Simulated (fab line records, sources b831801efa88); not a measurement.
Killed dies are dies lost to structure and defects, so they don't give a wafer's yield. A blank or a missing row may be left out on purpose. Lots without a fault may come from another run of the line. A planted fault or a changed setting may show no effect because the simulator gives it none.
fab line records | flow sky130
record lots=11 wafers=33 last_day=50
route steps=708 shown FIELD_ISO@28 DNWELL@43 LDD_P@257 LDD_LDN@301
lots that met no fault: from a run of the same line without faults
start_h: hours from the record's first day to the start of the lot's first wafer shown | wait_h: hours since the lot's step before | " the same as in the row above | L1.1+2: a row that stands for several wafers | - no value, or no start given | * or withheld: withheld | < > ~ a bound
route shown NAME@n: a module of which the file shows steps, and the number in the route of the first | usual: mean/standard deviation of fault-free wafers | same: alike in all rows | chamber/n: place in a boat | sites: the reading at each site | _std_site: their standard deviation | _edge_site: outer sites' mean less inner sites' | radius_mm: how far each site lies from the wafer's centre | mask NAME#n: copy n | behind: the tool/chamber that last shaped the wafer | hold: why the lot was held/for how many hours/how that ended | device: the transistor (n, p or np) that didn't switch | end of line: the same wafers' tests at the end of the route | a step without rows: its recipe alone | killed: dies lost to structure and defects at the first sort, not the wafer's yield | map: a wafer's dies, x killed, . not, _ none there
set.NAME: the setting as run; set.NAME@STEP: as run at that earlier step | model.NAME: the simulator's own value behind a step, which no gauge read
steps of the route over a sample of lots; a table a step, a row a wafer
services: from which hour (start_h, from the record's first day; less than 0 if before it) a tool's chamber was out of use, for how many hours, and why
## steps
# step SKY_FIELD_ISO_CMP_27
# recipe stop_on=Si3N4 t_overpolish_s=16 down_force_psi=4 platen_rpm=60 target_thk_nm=457.8 pad_velocity_m_s=0.94248
# usual motor_current_A=12.1/1 overpolish_run_s=15.999/0.0097 time_to_endpoint_s=113/4.3
# same t_overpolish_s=16
# columns lot.wafer tool chamber start_h wait_h motor_current_A overpolish_run_s time_to_endpoint_s
L477.4 cmp-01 3 33.76 0.1 11.3 16.011 118
L477.2 " 0 " " 12.1 16.017 115
L477.6 " 2 " " 12.4 15.989 108
L479.4 cmp-02 3 45.45 0.1 13.7 16.001 119
L479.3 " 0 " " 12.7 15.993 108
L479.6 " 2 " " 11.2 16.007 115
L480.3 cmp-01 2 49.32 0.0 12.1 15.984 114
L480.2 " 1 " " 12.9 15.990 115
L480.6 " 2 " " 12.2 15.991 112
L481.1 cmp-01 1 54.94 0.1 12.7 16.009 115
L481.6 " 0 " " 11.8 16.020 118
L481.5 " 1 " " 12.5 16.016 115
L482.3 cmp-02 0 60.34 0.0 14.4 16.017 108
L482.1 " 1 " " 9.8 16.016 119
L482.2 " 2 " " 10.8 15.999 109
L488.4 cmp-01 1 94.76 0.1 13.0 16.019 109
L488.1 " 3 " " 11.2 15.997 109
L488.5 " 1 " " 12.7 15.998 109
L490.1 cmp-01 1 104.71 0.0 12.7 15.990 111
L490.4 " 2 " " 11.9 15.994 108
L490.3 " 3 " " 11.6 15.990 110
L491.4 cmp-01 3 106.34 0.1 11.8 15.990 111
L491.3 " 0 " " 11.9 16.017 114
L491.5 " 2 " " 12.3 15.999 105
L493.3 cmp-02 1 118.18 0.1 10.1 15.993 120
L493.1 " 2 " " 11.1 15.994 114
L493.4 " 3 " " 13.4 16.007 117
L497.2 cmp-01 0 135.65 0.1 11.3 15.991 121
L497.4 " 2 " " 11.8 15.998 115
L497.6 " 3 " " 11.9 16.009 118
L500.1 cmp-02 1 154.45 0.0 10.0 15.999 117
L500.3 " 2 " " 11.2 15.989 119
L500.4 " 3 " " 13.0 16.006 118
# step SKY_DNWELL_STRIP_08
# recipe chemistry=O2/N2 power_w=1400 pressure_mtorr=1500 platen_temp_c=withheld o2_flow_sccm=3000 n2_flow_sccm=300 overash_fraction=0.5
# usual chamber_pressure_mTorr=1500.1/1.3 drypump_motor_current_A=5.8/0.41 oes_product_au=0.723/0.0048 strip_time_to_endpoint_s=36.92/0.093
# columns lot.wafer tool chamber start_h wait_h chamber_pressure_mTorr drypump_motor_current_A oes_product_au rf_hours_counter_h strip_time_to_endpoint_s
L477.2 plasma_asher-02 0 51.91 0.1 1500.8 5.5 0.730 22 36.71
L477.4 " 0 " " 1500.7 5.5 0.718 - 36.71
L477.6 " 0 " " 1499.6 5.5 0.727 - 36.75
L479.3 plasma_asher-01 0 65.09 0.1 1501.2 6.2 0.715 - 36.82
L479.4 " 1 " " 1500.5 5.1 0.721 - 36.88
L479.6 " 0 " " 1499.2 6.1 0.718 - 36.84
L480.2 plasma_asher-01 1 68.67 0.1 1499.6 5.1 0.721 39 36.90
L480.3 " 0 " " 1500.5 6.2 0.717 - 37.06
L480.6 " 0 " " 1500.6 6.1 0.735 - 37.01
L481.1 plasma_asher-02 1 74.36 0.1 1501.1 6.2 0.729 25 36.88
L481.5 " 0 " " 1499.2 5.6 0.722 - 36.94
L481.6 " 1 " " 1501.1 6.2 0.731 - 36.99
L482.1 plasma_asher-03 0 79.31 0.1 1501.8 5.4 0.727 39 36.83
L482.2 " 1 " " 1502.1 6.1 0.719 39 36.86
L482.3 " 0 " " 1501.1 5.4 0.728 - 36.86
L488.1 plasma_asher-03 1 116.71 0.1 1498.7 6.1 0.718 43 36.79
L488.4 " 0 " " 1498.3 5.4 0.721 - 36.79
L488.5 " 1 " " 1498.5 6.1 0.714 - 36.80
L490.1 plasma_asher-03 0 126.06 0.1 1501.6 5.4 0.727 44 36.84
L490.3 " 0 " " 1501.5 5.4 0.716 - 36.94
L490.4 " 1 " " 1499.5 6.2 0.722 - 36.88
L491.3 plasma_asher-03 0 128.89 0.1 1501.5 5.4 0.724 - 36.92
L491.4 " 1 " " 1498.7 6.1 0.716 - 36.85
L491.5 " 0 " " 1499.9 5.4 0.722 - 36.98
L493.1 plasma_asher-01 1 139.66 0.1 1498.7 5.1 0.721 2 36.87
L493.3 " 0 " " 1500.7 6.1 0.722 - 36.99
L493.4 " 1 " " 1500.1 5.1 0.721 - 36.99
L497.2 plasma_asher-03 1 159.41 0.1 1499.7 6.1 0.721 47 37.02
L497.4 " 1 " " 1500.3 6.2 0.723 - 36.93
L497.6 " 0 " " 1500.3 5.4 0.722 - 37.01
L500.1 plasma_asher-02 0 183.21 0.1 1499.3 5.5 0.721 35 36.87
L500.3 " 0 " " 1502.1 5.5 0.724 - 36.82
L500.4 " 1 " " 1498.9 6.2 0.716 - 36.90
# step SKY_LDD_P_COAT_02
# recipe resist=NOVOLAK spin_rpm=3000 resist_thk_nm=1140
# usual spin_speed_rpm=2999.7/2
# columns lot.wafer tool chamber start_h wait_h spin_speed_rpm
L477.2 litho_track-03 0 413.54 0.1 2999.4
L477.4 " 0 " " 2999.9
L477.6 " 0 " " 2999.6
L479.3 litho_track-01 0 440.31 0.1 2997.4
L479.4 " 0 " " 2997.9
L479.6 " 0 " " 2999.0
L480.2 litho_track-02 0 452.41 0.1 2998.7
L480.3 " 0 " " 3001.7
L480.6 " 0 " " 2999.0
L481.1 litho_track-03 0 452.87 0.1 3002.2
L481.5 " 0 " " 2999.7
L481.6 " 0 " " 3001.0
L482.1 litho_track-02 0 464.23 0.1 3002.2
L482.2 " 0 " " 3000.1
L482.3 " 0 " " 3000.8
L488.1 litho_track-03 0 537.72 0.1 2911.4
L488.4 " 0 " " 2912.4
L488.5 " 0 " " 2910.9
L490.1 litho_track-03 0 542.77 0.1 2917.1
L490.3 " 0 " " 2913.7
L490.4 " 0 " " 2912.7
L491.3 litho_track-03 0 548.92 0.1 2911.6
L491.4 " 0 " " 2912.3
L491.5 " 0 " " 2912.6
L493.1 litho_track-01 0 564.51 0.1 2998.9
L493.3 " 0 " " 3000.7
L493.4 " 0 " " 3000.5
L497.2 litho_track-02 0 590.06 0.1 3003.6
L497.4 " 0 " " 3001.7
L497.6 " 0 " " 2996.4
L500.1 litho_track-02 0 635.68 0.1 2996.5
L500.3 " 0 " " 2998.2
L500.4 " 0 " " 3002.9
# step SKY_LDD_P_STRIP_10
# recipe chemistry=O2/N2 power_w=1400 pressure_mtorr=1500 platen_temp_c=withheld o2_flow_sccm=3000 n2_flow_sccm=300 overash_fraction=0.5
# usual chamber_pressure_mTorr=1500.2/1.5 drypump_motor_current_A=5.8/0.44 oes_product_au=0.715/0.0043 strip_time_to_endpoint_s=14.17/0.044
# columns lot.wafer tool chamber start_h wait_h chamber_pressure_mTorr drypump_motor_current_A oes_product_au rf_hours_counter_h strip_time_to_endpoint_s
L477.2 plasma_asher-01 1 428.61 0.1 1500.7 5.1 0.716 30 14.17
L477.4 " 0 " " 1498.8 6.1 0.709 - 14.14
L477.6 " 0 " " 1500.7 6.2 0.718 - 14.17
L479.3 plasma_asher-01 0 455.47 0.1 1497.5 6.2 0.714 - 14.15
L479.4 " 1 " " 1501.0 5.1 0.717 - 14.15
L479.6 " 0 " " 1497.7 6.1 0.721 - 14.20
L480.2 plasma_asher-03 0 467.32 0.1 1499.4 5.4 0.714 78 14.08
L480.3 " 1 " " 1500.8 6.1 0.720 - 14.10
L480.6 " 0 " " 1501.9 5.4 0.717 - 14.16
L481.1 plasma_asher-01 0 467.97 0.1 1500.9 6.2 0.712 36 14.19
L481.5 " 1 " " 1500.3 5.1 0.713 - 14.16
L481.6 " 0 " " 1501.6 6.2 0.712 - 14.24
L482.1 plasma_asher-03 0 480.97 0.1 1501.2 5.4 0.719 79 14.20
L482.2 " 1 " " 1501.6 6.2 0.718 79 14.26
L482.3 " 1 " " 1502.9 6.2 0.721 - 14.23
L488.1 plasma_asher-03 1 553.76 0.1 1501.4 6.1 0.712 89 14.33
L488.4 " 1 " " 1499.5 6.2 0.717 - 14.28
L488.5 " 1 " " 1501.5 6.1 0.720 - 14.28
L490.1 plasma_asher-01 0 557.67 0.1 1498.4 6.2 0.712 46 14.31
L490.3 " 1 " " 1501.0 5.1 0.713 - 14.33
L490.4 " 0 " " 1499.0 6.2 0.714 - 14.27
L491.3 plasma_asher-01 0 564.11 0.1 1497.1 6.1 0.718 - 14.36
L491.4 " 1 " " 1501.2 5.1 0.714 - 14.33
L491.5 " 0 " " 1497.5 6.1 0.707 - 14.33
L493.1 plasma_asher-03 0 579.86 0.1 1502.0 5.4 0.711 92 14.26
L493.3 " 1 " " 1499.8 6.2 0.720 - 14.29
L493.4 " 0 " " 1502.2 5.4 0.711 - 14.24
L497.2 plasma_asher-03 1 605.26 0.1 1498.8 6.1 0.723 95 14.17
L497.4 " 0 " " 1498.1 5.4 0.712 - 14.16
L497.6 " 1 " " 1501.1 6.1 0.722 - 14.19
L500.1 plasma_asher-03 0 649.86 0.1 1496.4 5.4 0.717 100 14.16
L500.3 " 0 " " 1500.6 5.4 0.717 - 14.18
L500.4 " 1 " " 1503.2 6.2 0.713 - 14.16
# step SKY_LDD_LDN_STRIP_12
# recipe chemistry=O2/N2 power_w=1400 pressure_mtorr=1500 platen_temp_c=withheld o2_flow_sccm=3000 n2_flow_sccm=300 overash_fraction=0.5
# usual chamber_pressure_mTorr=1499.9/1.3 drypump_motor_current_A=5.8/0.43 oes_product_au=0.716/0.0044 strip_time_to_endpoint_s=14.18/0.037
# columns lot.wafer tool chamber start_h wait_h chamber_pressure_mTorr drypump_motor_current_A oes_product_au rf_hours_counter_h strip_time_to_endpoint_s
L477.2 plasma_asher-03 0 521.04 0.1 1501.3 5.4 0.717 86 14.18
L477.4 " 1 " " 1499.2 6.1 0.723 - 14.19
L477.6 " 1 " " 1500.8 6.2 0.708 - 14.15
L479.3 plasma_asher-02 0 547.87 0.1 1498.4 5.6 0.715 - 14.22
L479.4 " 1 " " 1499.9 6.2 0.712 - 14.24
L479.6 " 1 " " 1500.9 6.2 0.713 - 14.24
L480.2 plasma_asher-01 0 561.99 0.1 1501.1 6.2 0.710 47 14.22
L480.3 " 1 " " 1498.7 5.1 0.710 - 14.23
L480.6 " 0 " " 1496.5 6.2 0.712 - 14.20
L481.1 plasma_asher-02 1 562.07 0.2 1500.9 6.2 0.722 71 14.19
L481.5 " 1 " " 1501.4 6.2 0.714 - 14.17
L481.6 " 0 " " 1500.6 5.5 0.714 - 14.18
L482.1 plasma_asher-01 1 573.12 0.1 1500.9 5.1 0.717 48 14.14
L482.2 " 0 " " 1499.9 6.1 0.724 48 14.16
L482.3 " 1 " " 1500.6 5.1 0.714 - 14.12
L488.1 plasma_asher-03 1 642.92 0.1 1500.5 6.1 0.714 99 14.22
L488.4 " 1 " " 1499.1 6.1 0.717 - 14.19
L488.5 " 1 " " 1499.3 6.1 0.724 - 14.19
L490.1 plasma_asher-03 1 646.52 0.1 1499.5 6.1 0.722 99 14.16
L490.3 " 0 " " 1502.4 5.4 0.717 - 14.13
L490.4 " 1 " " 1500.8 6.1 0.712 - 14.13
L491.3 plasma_asher-02 0 651.00 0.1 1497.3 5.6 0.722 - 14.18
L491.4 " 1 " " 1498.0 6.2 0.715 - 14.23
L491.5 " 1 " " 1499.8 6.2 0.715 - 14.18
L493.1 plasma_asher-03 1 668.14 0.1 1500.5 6.1 0.711 101 14.19
L493.3 " 0 " " 1500.1 5.4 0.704 - 14.14
L493.4 " 1 " " 1497.8 6.1 0.721 - 14.12
L497.2 plasma_asher-03 1 692.69 0.1 1500.3 6.1 0.716 104 14.17
L497.4 " 1 " " 1501.7 6.1 0.711 - 14.21
L497.6 " 0 " " 1499.3 5.4 0.720 - 14.15
L500.1 plasma_asher-02 1 734.09 0.1 1498.2 6.2 0.719 89 14.19
L500.3 " 0 " " 1501.7 5.5 0.709 - 14.16
L500.4 " 1 " " 1498.6 6.2 0.716 - 14.14
## services
# columns tool chamber start_h hours kind
cmp-01 - 16.62 2.0 repair
cmp-01 - 21.51 2.2 repair
cmp-01 - 64.00 4.0 pm
plasma_asher-01 - 81.46 1.4 repair
plasma_asher-01 - 108.84 9.0 pm
plasma_asher-02 - 157.74 0.5 repair
cmp-01 - 163.21 2.9 repair
cmp-01 - 173.75 2.2 repair
cmp-01 - 243.87 4.7 pm
cmp-01 - 292.43 1.1 repair
plasma_asher-03 - 293.36 4.1 repair
cmp-01 - 295.31 0.4 repair
cmp-01 - 310.88 26.1 repair
cmp-01 - 347.04 5.0 pm
plasma_asher-03 - 381.68 2.9 repair
cmp-01 - 404.00 4.0 pm
cmp-01 - 407.03 2.0 repair
plasma_asher-03 - 474.02 2.8 pm
plasma_asher-02 - 480.62 32.9 repair
plasma_asher-01 - 502.62 7.2 repair
plasma_asher-01 - 558.86 0.9 repair
cmp-01 - 612.87 6.0 pm
cmp-01 - 639.64 4.6 pm
plasma_asher-03 - 733.75 9.0 pm
## key
first_sign step=SKY_LDD_P_COAT_02 reading=spin_speed_rpm direction=down sigmas=44 usual=2999.7 struck=2912.7
effect step=SKY_LDD_P_STRIP_10 reading=strip_time_to_endpoint_s direction=up sigmas=3.3 usual=* struck=*
met_at SKY_LDD_P_COAT_02
struck_lots L488,L490,L491
tester_left_out L488,L490,L491
not_acting_at SKY_FIELD_ISO_CMP_27,SKY_DNWELL_STRIP_08,SKY_LDD_LDN_STRIP_12
onset_between 452.87 537.72
fault kind=process_parameter_drift tool=litho_track-03 chamber=- onset_h=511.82 steps=SKY_LDD_P_COAT_02 channel=spin_rpm offset=-86.648 shape=step end_h=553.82 acts_in=these_recipes_only stated=3000
# tester_left_out: of these lots the tester's yield and bins aren't shown, on N5 and GAA mostly nor the transistor test; their killed dies are dies lost to structure and defects alone, not to doping, threshold or leakage, so they don't give the yield
